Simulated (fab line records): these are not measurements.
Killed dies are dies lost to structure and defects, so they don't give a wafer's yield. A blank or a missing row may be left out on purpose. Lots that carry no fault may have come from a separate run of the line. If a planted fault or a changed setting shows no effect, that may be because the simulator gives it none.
Which tool is to blame? + flow sky130 + 12 lots, 36 wafers sampled, at 4 steps of a route of 708

WHAT THE GAUGES READ, wafer by wafer
SKY_METAL4_CD_MEAS_13: the cd target is 300 nm. Usual: cd nm reads 299.9 nm (standard deviation 1.3).
| lot  | measured     | on        | cd nm (nm)        | flag |
|------|--------------|-----------|-------------------|------|
| L191 | day 40 02:26 | cd sem-01 | 299.5 299.2 299.7 |      |
| L197 | day 41 23:25 | cd sem-02 | 299.8 300.9 299.3 |      |
| L199 | day 42 00:41 | cd sem-02 | 299.9 300.7 299.5 |      |
| L200 | day 42 08:29 | cd sem-02 | 298.3 299.4 300.5 |      |
| L201 | day 42 16:07 | cd sem-02 | 300.1 300.5 298.9 |      |
| L202 | day 43 01:25 | cd sem-01 | 298.4 299.8 298.4 |      |
| L204 | day 43 09:31 | cd sem-02 | 299.2 299.0 299.1 |      |
| L206 | day 44 02:19 | cd sem-01 | 298.6 298.4 298.6 |      |
| L209 | day 49 14:32 | cd sem-02 | 299.5 299.2 298.4 |      |
| L207 | day 49 16:35 | cd sem-01 | 302.1 303.0 302.0 |      |
| L210 | day 49 20:31 | cd sem-01 | 301.3 301.1 302.1 |      |
| L212 | day 49 21:13 | cd sem-01 | 300.0 300.3 299.7 |      |

WHAT TOOL EACH LOT RAN ON (gives the tool, then ch and the chambers of the sampled wafers, and finally the start)
| lot  | SKY_CAP2M_CVD_00                | SKY_CAP2M_STRIP_14                   | SKY_METAL4_DEVELOP_12             |
|------|---------------------------------|--------------------------------------|-----------------------------------|
| L191 | pecvd-01 ch 1, day 37 22:04     | plasma asher-03 ch 1, day 38 23:53   | litho track-02 ch 0, day 40 02:00 |
| L197 | pecvd-02 ch 0,2, day 39 20:40   | plasma asher-04 ch 0,1, day 40 21:33 | litho track-02 ch 0, day 41 23:00 |
| L199 | pecvd-04 ch 0,2, day 39 21:01   | plasma asher-02 ch 0,1, day 40 22:11 | litho track-02 ch 0, day 42 00:00 |
| L200 | pecvd-04 ch 0,2, day 40 05:29   | plasma asher-04 ch 0,1, day 41 06:09 | litho track-02 ch 0, day 42 08:00 |
| L201 | pecvd-01 ch 0,1, day 40 13:49   | plasma asher-04 ch 1, day 41 14:09   | litho track-03 ch 0, day 42 15:00 |
| L202 | pecvd-01 ch 1,2, day 40 21:58   | plasma asher-04 ch 0,1, day 42 00:01 | litho track-04 ch 0, day 43 01:00 |
| L204 | pecvd-04 ch 0,1,2, day 41 08:01 | plasma asher-04 ch 0,1, day 42 09:27 | litho track-04 ch 0, day 43 09:00 |
| L206 | pecvd-02 ch 0,2, day 42 03:40   | plasma asher-02 ch 0,1, day 43 04:04 | litho track-04 ch 0, day 44 02:00 |
| L209 | pecvd-01 ch 1,2, day 48 04:31   | plasma asher-04 ch 0,1, day 48 21:23 | litho track-04 ch 0, day 49 14:00 |
| L207 | pecvd-02 ch 1,2, day 48 07:30   | plasma asher-03 ch 0, day 48 23:39   | litho track-04 ch 0, day 49 16:00 |
| L210 | pecvd-02 ch 0,2, day 48 09:20   | plasma asher-04 ch 0,1, day 49 02:55 | litho track-03 ch 0, day 49 20:00 |
| L212 | pecvd-04 ch 0,1,2, day 48 10:49 | plasma asher-04 ch 0,1, day 49 03:13 | litho track-03 ch 0, day 49 21:00 |
- SKY_CAP2M_CVD_00: deposits SiO2, target thk 15.5 nm.
- SKY_CAP2M_STRIP_14: strips in O2/N2.
- SKY_METAL4_DEVELOP_12: develop time 60 s.

WHAT THE TOOLS THEMSELVES READ (means of the sampled wafers that have a number; where no wafer has one, the mark that the record gives instead)
SKY_CAP2M_CVD_00. Usual: heater power w reads 711 W (standard deviation 73).
| lot  | tool     | heater power w (W) | flag |
|------|----------|--------------------|------|
| L191 | pecvd-01 | 691                |      |
| L197 | pecvd-02 | 646                |      |
| L199 | pecvd-04 | 790                |      |
| L200 | pecvd-04 | 702                |      |
| L201 | pecvd-01 | 662                |      |
| L202 | pecvd-01 | 710                |      |
| L204 | pecvd-04 | 717                |      |
| L206 | pecvd-02 | 686                |      |
| L209 | pecvd-01 | 676                |      |
| L207 | pecvd-02 | 768                |      |
| L210 | pecvd-02 | 634                |      |
| L212 | pecvd-04 | 742                |      |

SKY_CAP2M_STRIP_14. Usual: drypump motor current A 5.83 A, standard deviation 0.2; o2 flow sccm 3002 sccm, standard deviation 9; oes product au 0.710 a.u., standard deviation 0.0041; strip time to endpoint s 12.67 s, standard deviation 0.047.
| lot  | tool            | drypump motor current A (A) | o2 flow sccm (sccm) | oes product au (a.u.) | strip time to endpoint s (s) | flag |
|------|-----------------|-----------------------------|---------------------|-----------------------|------------------------------|------|
| L191 | plasma asher-03 | 6.17                        | 2986                | 0.708                 | 12.69                        |      |
| L197 | plasma asher-04 | 5.66                        | 3004                | 0.709                 | 12.63                        |      |
| L199 | plasma asher-02 | 5.95                        | 2999                | 0.713                 | 12.63                        |      |
| L200 | plasma asher-04 | 5.67                        | 2995                | 0.710                 | 12.75                        |      |
| L201 | plasma asher-04 | 5.93                        | 3008                | 0.712                 | 12.61                        |      |
| L202 | plasma asher-04 | 5.77                        | 3011                | 0.707                 | 12.65                        |      |
| L204 | plasma asher-04 | 5.66                        | 3005                | 0.710                 | 12.66                        |      |
| L206 | plasma asher-02 | 5.97                        | 2997                | 0.713                 | 12.69                        |      |
| L209 | plasma asher-04 | 5.79                        | 3003                | 0.708                 | 12.67                        |      |
| L207 | plasma asher-03 | 5.83                        | 2998                | 0.709                 | 12.66                        |      |
| L210 | plasma asher-04 | 5.67                        | 3002                | 0.713                 | 12.67                        |      |
| L212 | plasma asher-04 | 5.67                        | 3003                | 0.710                 | 12.72                        |      |

SKY_METAL4_DEVELOP_12. Usual: developer temp C reads 20.99 C (standard deviation 0.12).
| lot  | tool           | developer temp C (C) | flag |
|------|----------------|----------------------|------|
| L191 | litho track-02 | 21.03                |      |
| L197 | litho track-02 | 21.60                | OFF  |
| L199 | litho track-02 | 21.66                | OFF  |
| L200 | litho track-02 | 21.65                | OFF  |
| L201 | litho track-03 | 20.83                |      |
| L202 | litho track-04 | 20.94                |      |
| L204 | litho track-04 | 20.98                |      |
| L206 | litho track-04 | 20.93                |      |
| L209 | litho track-04 | 21.06                |      |
| L207 | litho track-04 | 20.93                |      |
| L210 | litho track-03 | 21.01                |      |
| L212 | litho track-03 | 20.91                |      |

THE ANSWER, worked out from the rows above alone
Rule: lot off if the mean of its wafers having a number is beyond 3 standard deviations from the usual mean. Also off: a lot with no number at a reading for which 4 or more lots have one. Where the step has rows for the other lots, those lots are counted as sound. After the gauges, taken in route order, come the tools' own readings; for these a lot's mean is taken, as printed above. At the first step where some lot is off, the reading lying furthest off is the one used; lots without a number count as furthest.
Off, at SKY_METAL4_DEVELOP_12 on developer temp C: L197, L199, L200.
If a tool, at that step or one of the process steps before it, ran each lot that is off and ran no sound lot following the first of them, it fits. One fits: SKY_METAL4_DEVELOP_12 on litho track-02. Its last sound lot is L191 (day 40 02:00), its first lot that is off L197 (day 41 23:00): a fault that began between those two fits.
The tool's own readings at SKY_METAL4_DEVELOP_12 bear it out: on the lots that are off they differ by more than 5 times the standard deviation of the sound lots' means. developer temp C reads 21.64 C there against 20.96 C on the sound lots.

WHAT WAS PUT IN BY THE SIMULATOR
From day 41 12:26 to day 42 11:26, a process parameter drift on litho track-02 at SKY_METAL4_DEVELOP_12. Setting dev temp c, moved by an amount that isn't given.
Shown lots that were struck: L197, L199, L200. The rule given above showed the same thing.
